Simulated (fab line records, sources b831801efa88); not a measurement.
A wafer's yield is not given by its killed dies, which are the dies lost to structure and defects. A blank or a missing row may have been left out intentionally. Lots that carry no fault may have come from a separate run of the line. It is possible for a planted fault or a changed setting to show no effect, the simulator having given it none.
Which tool did it? || flow gf180mcu || Sampling: 11 lots, 33 wafers, 2 of 602 route steps

## WHAT EACH GAUGE READ, for each wafer
GF_CONTACT_THK_MEAS_03. Usual: CONTACT_CVD_02_THK typically reads 854 nm, with standard deviation 11.
{"lot": "L202", "measured": "day 15 04:20", "on": "filmMetro-02", "CONTACT_CVD_02_THK (nm)": "850 869 864", "flag": ""}
{"lot": "L203", "measured": "day 15 10:30", "on": "filmMetro-04", "CONTACT_CVD_02_THK (nm)": "847 862 859", "flag": ""}
{"lot": "L206", "measured": "day 16 09:58", "on": "filmMetro-04", "CONTACT_CVD_02_THK (nm)": "852 853 861", "flag": ""}
{"lot": "L209", "measured": "day 17 13:38", "on": "filmMetro-02", "CONTACT_CVD_02_THK (nm)": "839 857 873", "flag": ""}
{"lot": "L210", "measured": "day 18 01:10", "on": "filmMetro-01", "CONTACT_CVD_02_THK (nm)": "859 852 866", "flag": ""}
{"lot": "L211", "measured": "day 18 10:55", "on": "filmMetro-04", "CONTACT_CVD_02_THK (nm)": "846 854 864", "flag": ""}
{"lot": "L221", "measured": "day 21 23:34", "on": "filmMetro-01", "CONTACT_CVD_02_THK (nm)": "857 838 849", "flag": ""}
{"lot": "L222", "measured": "day 22 09:21", "on": "filmMetro-01", "CONTACT_CVD_02_THK (nm)": "845 857 859", "flag": ""}
{"lot": "L223", "measured": "day 22 17:40", "on": "filmMetro-02", "CONTACT_CVD_02_THK (nm)": "849 848 859", "flag": ""}
{"lot": "L224", "measured": "day 23 04:49", "on": "filmMetro-04", "CONTACT_CVD_02_THK (nm)": "852 839 846", "flag": ""}
{"lot": "L225", "measured": "day 23 08:11", "on": "filmMetro-01", "CONTACT_CVD_02_THK (nm)": "827 852 848", "flag": ""}

GF_M2_RS_MEAS_05: the measuring method here is four-point-probe. Usual: M2_ALCU_RS typically reads 0.0702 ohm/sq, with standard deviation 0.00081.
{"lot": "L202", "measured": "day 18 03:19", "on": "filmMetro-03", "M2_ALCU_RS (ohm/sq)": "0.0695 0.0695 0.0698", "flag": ""}
{"lot": "L203", "measured": "day 18 12:07", "on": "filmMetro-03", "M2_ALCU_RS (ohm/sq)": "0.0692 0.0698 0.0702", "flag": ""}
{"lot": "L206", "measured": "day 19 14:50", "on": "filmMetro-04", "M2_ALCU_RS (ohm/sq)": "0.0698 0.0705 0.0701", "flag": ""}
{"lot": "L209", "measured": "day 20 18:36", "on": "filmMetro-03", "M2_ALCU_RS (ohm/sq)": "0.0713 0.0714 0.0715", "flag": ""}
{"lot": "L210", "measured": "day 21 06:47", "on": "filmMetro-03", "M2_ALCU_RS (ohm/sq)": "0.0711 0.0713 0.0710", "flag": ""}
{"lot": "L211", "measured": "day 21 16:07", "on": "filmMetro-03", "M2_ALCU_RS (ohm/sq)": "0.0699 0.0698 0.0702", "flag": ""}
{"lot": "L221", "measured": "day 25 00:28", "on": "filmMetro-03", "M2_ALCU_RS (ohm/sq)": "0.0699 0.0696 0.0698", "flag": ""}
{"lot": "L222", "measured": "day 25 10:27", "on": "filmMetro-03", "M2_ALCU_RS (ohm/sq)": "0.0708 0.0699 0.0703", "flag": ""}
{"lot": "L223", "measured": "day 25 16:25", "on": "filmMetro-03", "M2_ALCU_RS (ohm/sq)": "0.0716 0.0708 0.0709", "flag": ""}
{"lot": "L224", "measured": "day 26 03:07", "on": "filmMetro-04", "M2_ALCU_RS (ohm/sq)": "0.0691 0.0684 0.0696", "flag": ""}
{"lot": "L225", "measured": "day 26 06:32", "on": "filmMetro-04", "M2_ALCU_RS (ohm/sq)": "0.0699 0.0705 0.0707", "flag": ""}

## WHAT TOOL EACH LOT RAN ON (gives the tool, then ch and the chambers of the sampled wafers, and finally the start)
There is no process step in the record ahead of these readings.

## AS READ BY THE TOOLS THEMSELVES (means over the sampled wafers that have a number; for cases with no such wafer, the mark the record gives instead)
The record holds no such reading with a usual standard deviation.

## THE ANSWER, worked out from the rows above alone
Rule: a lot counts as off when the mean over its wafers that have a number is more than 3 standard deviations away from the usual mean. Also off: a lot with no number at a reading for which 4 or more lots have one. Where the step has rows for the other lots, those lots are counted as sound. After the gauges, taken in route order, come the tools' own readings; for these a lot's mean is taken, as printed above. At the first step where some lot is off, the reading lying furthest off is the one used; lots without a number count as furthest.
Nothing can be told from this: no lot is off at any reading shown.

## WHAT THE SIMULATOR HAD PUT IN
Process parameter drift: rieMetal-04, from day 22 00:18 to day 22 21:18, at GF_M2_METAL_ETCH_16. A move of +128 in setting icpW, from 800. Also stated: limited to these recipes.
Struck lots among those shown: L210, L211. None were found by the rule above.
